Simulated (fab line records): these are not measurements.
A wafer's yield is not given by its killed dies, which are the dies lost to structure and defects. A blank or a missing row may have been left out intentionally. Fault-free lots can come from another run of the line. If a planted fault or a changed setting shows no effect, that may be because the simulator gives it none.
Which of the tools did it? + flow sky130 + 13 lots with 39 wafers sampled at 3 steps, on a route of 708 steps

## WHAT THE GAUGES SHOWED, per wafer
SKY_VIA1_CD_MEAS_12: target cd 150 nm.
| lot  | measured     | on        | cd nm (nm)        |
|------|--------------|-----------|-------------------|
| L354 | day 34 02:21 | cd sem-02 | 150.5 151.4 151.6 |
| L355 | day 34 18:26 | cd sem-02 | 148.2 149.9 148.3 |
| L357 | day 35 02:30 | cd sem-01 | 151.4 150.9 152.4 |
| L359 | day 35 21:17 | cd sem-02 | 150.0 151.5 149.9 |
| L358 | day 36 00:27 | cd sem-01 | 150.5 149.6 148.1 |
| L360 | day 36 23:02 | cd sem-01 | 148.8 151.0 150.0 |
| L361 | day 36 23:48 | cd sem-02 | 150.0 150.1 149.8 |
| L364 | day 37 20:25 | cd sem-01 | 150.8 149.4 151.5 |
| L365 | day 38 04:34 | cd sem-02 | 149.8 147.5 150.6 |
| L366 | day 38 09:15 | cd sem-02 | 150.4 150.6 151.9 |
| L367 | day 38 10:36 | cd sem-02 | 150.5 150.0 151.2 |
| L375 | day 40 13:11 | cd sem-01 | 149.1 150.4 150.6 |
| L376 | day 40 23:58 | cd sem-01 | 151.5 152.1 151.9 |

SKY_VIA1_OVL_MEAS_13.
| lot  | measured     | on         | VIA1_OVL (nm) |
|------|--------------|------------|---------------|
| L354 | day 34 02:28 | overlay-02 | 5 4 5         |
| L355 | day 34 18:33 | overlay-01 | 2 7 6         |
| L357 | day 35 02:36 | overlay-02 | 12 12 9       |
| L359 | day 35 21:23 | overlay-01 | -5 -5 2       |
| L358 | day 36 00:33 | overlay-01 | 12 7 10       |
| L360 | day 36 23:08 | overlay-02 | 3 -5 -3       |
| L361 | day 36 23:54 | overlay-01 | -8 9 9        |
| L364 | day 37 20:33 | overlay-02 | 5 0 6         |
| L365 | day 38 04:41 | overlay-01 | 10 5 2        |
| L366 | day 38 09:21 | overlay-01 | 11 9 2        |
| L367 | day 38 10:42 | overlay-01 | 5 1 6         |
| L375 | day 40 13:17 | overlay-02 | 4 10 16       |
| L376 | day 41 00:05 | overlay-01 | 6 12 12       |

## WHICH TOOL RAN EACH LOT (tool, then ch and the chambers of the sampled wafers, then the start)
| lot  | SKY_VIA1_SOFTBAKE_08              |
|------|-----------------------------------|
| L354 | litho track-02 ch 0, day 33 12:00 |
| L355 | litho track-02 ch 0, day 34 05:00 |
| L357 | litho track-04 ch 0, day 34 13:00 |
| L359 | litho track-02 ch 0, day 35 08:00 |
| L358 | litho track-02 ch 0, day 35 11:00 |
| L360 | litho track-01 ch 0, day 36 09:00 |
| L361 | litho track-01 ch 0, day 36 10:00 |
| L364 | litho track-04 ch 0, day 37 07:00 |
| L365 | litho track-04 ch 0, day 37 15:00 |
| L366 | litho track-04 ch 0, day 37 20:00 |
| L367 | litho track-04 ch 0, day 37 21:00 |
| L375 | litho track-01 ch 0, day 40 01:00 |
| L376 | litho track-01 ch 0, day 40 11:00 |
- SKY_VIA1_SOFTBAKE_08: time 90 s.

## WHAT THE TOOLS THEMSELVES READ (means of the sampled wafers that have a number; where no wafer has one, the mark that the record gives instead)
SKY_VIA1_SOFTBAKE_08.
| lot  | tool           | exhaust pa (Pa) | heater power total W (W) | plate temp C (C) |
|------|----------------|-----------------|--------------------------|------------------|
| L354 | litho track-02 | 45.1            | 57.30                    | 100.01           |
| L355 | litho track-02 | 45.4            | 57.32                    | 100.10           |
| L357 | litho track-04 | 45.5            | 57.39                    | 100.24           |
| L359 | litho track-02 | 44.4            | 57.36                    | 99.83            |
| L358 | litho track-02 | 43.8            | 57.32                    | 100.07           |
| L360 | litho track-01 | 44.3            | 57.33                    | 99.89            |
| L361 | litho track-01 | 44.2            | 57.33                    | 100.21           |
| L364 | litho track-04 | 44.9            | 57.35                    | 100.06           |
| L365 | litho track-04 | 45.0            | 57.35                    | 100.08           |
| L366 | litho track-04 | 44.8            | 58.29                    | 101.12           |
| L367 | litho track-04 | 46.0            | 58.27                    | 101.08           |
| L375 | litho track-01 | 43.7            | 57.43                    | 100.11           |
| L376 | litho track-01 | 44.8            | 57.30                    | 100.02           |

## THE ANSWER, worked out from the rows above alone
Rule: what is usual is taken from the lots themselves. The widest of any qualifying gaps counts: lots, ordered by their means at a reading, are off when they make up no more than a third of the lots, leave a main group of 4 or more, and stand apart from it by 3 or more times the standard deviation of that group's means. A main group whose means are all the same, to the digits that the tables above print for the reading, isn't used. A lot without any number at a reading at which 4 lots or more have one is off too. Any other lot the step has rows for is counted as sound. First the gauges in route order, then the tools' own readings, where a lot's mean is used as printed above. The first step at which some lot is off is used, and at that step the reading that is off furthest; a lot without a number counts as furthest.
Off: L366, L367, at SKY_VIA1_SOFTBAKE_08 (heater power total W). Main group: mean 57.34 W, sd 0.037.
A tool fits if, at that step or a process step before it, it ran every lot that is off, and no sound lot after the first of them. One fits: litho track-04 at SKY_VIA1_SOFTBAKE_08. A fault onset in the window from L365 (day 37 15:00, its last sound lot) to L366 (day 37 20:00, its first lot off) fits.
The tool's own readings at SKY_VIA1_SOFTBAKE_08 bear it out: on the lots that are off they differ by more than 5 times the standard deviation of the sound lots' means. heater power total W reads 58.28 W there against 57.34 W on the sound lots; plate temp C reads 101.10 C there against 100.06 C on the sound lots.

## WHAT THE SIMULATOR HAD PUT IN
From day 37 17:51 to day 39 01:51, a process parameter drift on litho track-04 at SKY_VIA1_SOFTBAKE_08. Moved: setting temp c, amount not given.
Shown lots that were struck: L366, L367. The same result came from the rule above.
